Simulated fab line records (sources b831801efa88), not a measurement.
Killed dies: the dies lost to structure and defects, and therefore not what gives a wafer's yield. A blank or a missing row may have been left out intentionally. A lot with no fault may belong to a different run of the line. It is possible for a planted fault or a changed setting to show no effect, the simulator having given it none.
What tool caused it? + flow gf180mcu + 13 lots, 39 wafers sampled, at 5 steps of a route of 602

WHAT EACH GAUGE READ, for each wafer
GF_VT_IMPLANT_OVL_MEAS_07.
| lot  | measured     | on         | VT_IMPLANT_OVL (nm) |
|------|--------------|------------|---------------------|
| L825 | day 5 14:50  | overlay-02 | 2.9 2.1 2.0         |
| L826 | day 5 22:49  | overlay-02 | 0.9 -0.7 0.1        |
| L827 | day 6 02:49  | overlay-02 | 2.4 1.9 2.4         |
| L828 | day 6 08:39  | overlay-02 | -1.5 1.0 0.3        |
| L829 | day 6 14:04  | overlay-01 | 1.2 1.5 1.2         |
| L831 | day 7 03:10  | overlay-01 | 0.0 2.0 0.2         |
| L832 | day 7 10:13  | overlay-02 | -3.4 -1.3 -1.9      |
| L833 | day 7 17:13  | overlay-01 | 1.9 2.3 2.8         |
| L834 | day 7 21:10  | overlay-02 | 0.6 3.1 0.2         |
| L838 | day 9 00:43  | overlay-02 | -1.2 1.9 -0.2       |
| L846 | day 11 01:00 | overlay-01 | -0.8 1.8 -1.2       |
| L847 | day 11 05:13 | overlay-01 | -0.2 -0.3 -0.7      |
| L848 | day 11 16:10 | overlay-01 | 0.9 2.2 0.1         |

GF_VT_IMPLANT_TW_MEAS_43.
| lot  | measured     | on            | VT_IMPLANT_4_TW         |
|------|--------------|---------------|-------------------------|
| L825 | day 7 11:25  | film-metro-03 | 683 689 686             |
| L826 | day 7 20:52  | film-metro-01 | 688 685 688             |
| L827 | day 8 02:15  | film-metro-04 | 692 692 690             |
| L828 | day 8 08:11  | film-metro-04 | 688 689 690             |
| L829 | day 8 13:38  | film-metro-03 | 686 687 686             |
| L831 | day 9 04:23  | film-metro-03 | 681 680 674             |
| L832 | day 9 12:42  | film-metro-01 | 691 690 689             |
| L833 | day 9 19:52  | film-metro-04 | 691 692 691             |
| L834 | day 10 00:03 | film-metro-01 | 645 645 644 647 649 644 |
| L838 | day 11 07:23 | film-metro-04 | 649 645 648 644 647 644 |
| L846 | day 13 11:39 | film-metro-03 | 688 683 685             |
| L847 | day 13 16:19 | film-metro-03 | 685 686 687             |
| L848 | day 14 03:57 | film-metro-04 | 693 692 692             |

GF_M1_CD_MEAS_14: target cd 230 nm.
| lot  | measured     | on        | cd-nm (nm)        |
|------|--------------|-----------|-------------------|
| L825 | day 16 21:05 | cd-sem-02 | 229.7 229.8 229.9 |
| L826 | day 17 13:09 | cd-sem-02 | 230.2 229.8 229.1 |
| L827 | day 17 20:09 | cd-sem-01 | 229.0 229.8 229.4 |
| L828 | day 18 05:34 | cd-sem-02 | 229.0 229.3 229.1 |
| L829 | day 18 12:39 | cd-sem-01 | 228.1 227.1 227.4 |
| L831 | day 19 10:57 | cd-sem-01 | 230.4 230.8 230.9 |
| L832 | day 19 17:57 | cd-sem-01 | 228.5 229.6 229.1 |
| L833 | day 20 03:50 | cd-sem-01 | 229.6 228.5 228.8 |
| L834 | day 20 12:10 | cd-sem-02 | 231.2 231.5 231.2 |
| L838 | day 22 03:43 | cd-sem-02 | 229.7 229.7 230.5 |
| L846 | day 24 14:58 | cd-sem-02 | 231.6 230.4 230.7 |
| L847 | day 24 19:53 | cd-sem-01 | 231.1 232.6 230.4 |
| L848 | day 25 08:06 | cd-sem-01 | 229.6 230.9 230.7 |

TOOL THAT RAN EACH LOT (tool first, then ch and the chambers of the sampled wafers, then the start)
| lot  | GF_VT_IMPLANT_IMPLANT_41        | GF_SAB_STRIP_13                      |
|------|---------------------------------|--------------------------------------|
| L825 | implanter-03 ch 0, day 7 11:11  | plasma-asher-03 ch 0,1, day 14 22:21 |
| L826 | implanter-04 ch 0, day 7 20:37  | plasma-asher-03 ch 0,1, day 15 12:40 |
| L827 | implanter-03 ch 0, day 8 02:00  | plasma-asher-04 ch 0,1, day 15 20:25 |
| L828 | implanter-04 ch 0, day 8 07:56  | plasma-asher-04 ch 0,1, day 16 04:31 |
| L829 | implanter-04 ch 0, day 8 13:23  | plasma-asher-03 ch 0,1, day 16 11:10 |
| L831 | implanter-01 ch 0, day 9 04:08  | plasma-asher-03 ch 0,1, day 17 09:22 |
| L832 | implanter-04 ch 0, day 9 12:27  | plasma-asher-02 ch 0,1, day 17 15:43 |
| L833 | implanter-04 ch 0, day 9 19:39  | plasma-asher-02 ch 0,1, day 18 01:25 |
| L834 | implanter-04 ch 0, day 9 23:48  | plasma-asher-03 ch 0,1, day 18 08:10 |
| L838 | implanter-04 ch 0, day 11 07:10 | plasma-asher-03 ch 0,1, day 20 00:59 |
| L846 | implanter-03 ch 0, day 13 11:24 | plasma-asher-02 ch 0, day 22 15:13   |
| L847 | implanter-01 ch 0, day 13 16:04 | plasma-asher-02 ch 0,1, day 22 19:16 |
| L848 | implanter-03 ch 0, day 14 03:42 | plasma-asher-03 ch 0,1, day 23 08:40 |
- GF_VT_IMPLANT_IMPLANT_41
- GF_SAB_STRIP_13: strips in O2/N2.

WHAT THE TOOLS THEMSELVES READ (means of the sampled wafers that have a number; where no wafer has one, the mark that the record gives instead)
GF_VT_IMPLANT_IMPLANT_41.
| lot  | tool         | beam-energy-keV | tilt-deg (degrees) |
|------|--------------|-----------------|--------------------|
| L825 | implanter-03 | 70.015          | 6.980              |
| L826 | implanter-04 | 70.028          | 7.013              |
| L827 | implanter-03 | 70.005          | 6.988              |
| L828 | implanter-04 | 69.994          | 6.994              |
| L829 | implanter-04 | 70.016          | 7.004              |
| L831 | implanter-01 | 70.020          | 6.982              |
| L832 | implanter-04 | 70.006          | 6.994              |
| L833 | implanter-04 | 69.989          | 6.983              |
| L834 | implanter-04 | 55.628          | 6.990              |
| L838 | implanter-04 | 55.607          | 7.028              |
| L846 | implanter-03 | 70.015          | 6.966              |
| L847 | implanter-01 | 69.995          | 6.985              |
| L848 | implanter-03 | 69.973          | 7.010              |

GF_SAB_STRIP_13.
| lot  | tool            | drypump-motor-current-A (A) | heater-power-w (W) | oes-product-au (a.u.) | strip-time-to-endpoint-s (s) |
|------|-----------------|-----------------------------|--------------------|-----------------------|------------------------------|
| L825 | plasma-asher-03 | 6.0                         | 379                | 0.710                 | 12.63                        |
| L826 | plasma-asher-03 | 6.0                         | 385                | 0.704                 | 12.58                        |
| L827 | plasma-asher-04 | 5.5                         | 322                | 0.708                 | 12.61                        |
| L828 | plasma-asher-04 | 6.0                         | 321                | 0.707                 | 12.60                        |
| L829 | plasma-asher-03 | 5.6                         | 359                | 0.701                 | 12.63                        |
| L831 | plasma-asher-03 | 6.0                         | 382                | 0.715                 | 12.62                        |
| L832 | plasma-asher-02 | 6.0                         | 303                | 0.709                 | 12.60                        |
| L833 | plasma-asher-02 | 6.0                         | 323                | 0.710                 | 12.59                        |
| L834 | plasma-asher-03 | 5.6                         | 357                | 0.710                 | 12.56                        |
| L838 | plasma-asher-03 | 5.6                         | 358                | 0.710                 | 12.60                        |
| L846 | plasma-asher-02 | 6.0                         | 284                | 0.708                 | 12.59                        |
| L847 | plasma-asher-02 | 6.0                         | 302                | 0.712                 | 12.65                        |
| L848 | plasma-asher-03 | 5.6                         | 359                | 0.711                 | 12.63                        |

THE ANSWER, worked out from the rows above alone
Rule: the usual values come from the lots themselves. Put in order of their means at a reading, lots are off if they are a third of the lots or fewer, leave a main group of 4 or more, and stand apart from it by a gap of 3 or more times the standard deviation of the main group's means; of several such gaps the widest counts. Not used: any main group whose means are identical at the precision the tables above print for the reading. Also off: a lot with no number at a reading for which 4 or more lots have one. All remaining lots with rows at the step are treated as sound. Order of review: gauges by route order, followed by the tools' own readings, for which a lot's mean as printed above is used. At the first step where some lot is off, the reading lying furthest off is the one used; lots without a number count as furthest.
Off: L834, L838, at GF_VT_IMPLANT_TW_MEAS_43 (VT_IMPLANT_4_TW). Main group: mean 688, sd 3.8.
A tool fits if, at a process step before that reading, it ran every lot that is off, and no sound lot after the first of them. The gauges at GF_VT_IMPLANT_TW_MEAS_43 aren't tried: what is off there is off at GF_VT_IMPLANT_IMPLANT_41 too, on other tools, and a gauge's error can't cause that. One candidate fits, namely implanter-04 at GF_VT_IMPLANT_IMPLANT_41. A fault onset in the window from L833 (day 9 19:39, its last sound lot) to L834 (day 9 23:48, its first lot off) fits.
On the lots that are off, the tool's own readings at GF_VT_IMPLANT_IMPLANT_41 differ by more than 5 times the standard deviation of the sound lots' means, which bears it out; beam-energy-keV reads 55.617 there versus 70.005 on the sound lots.

WHAT THE SIMULATOR HAD INSERTED
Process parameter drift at GF_VT_IMPLANT_IMPLANT_41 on implanter-04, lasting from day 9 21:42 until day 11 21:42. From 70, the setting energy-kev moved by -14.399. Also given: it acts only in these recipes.
Struck lots among those shown: L834, L838. The same result came from the rule above.
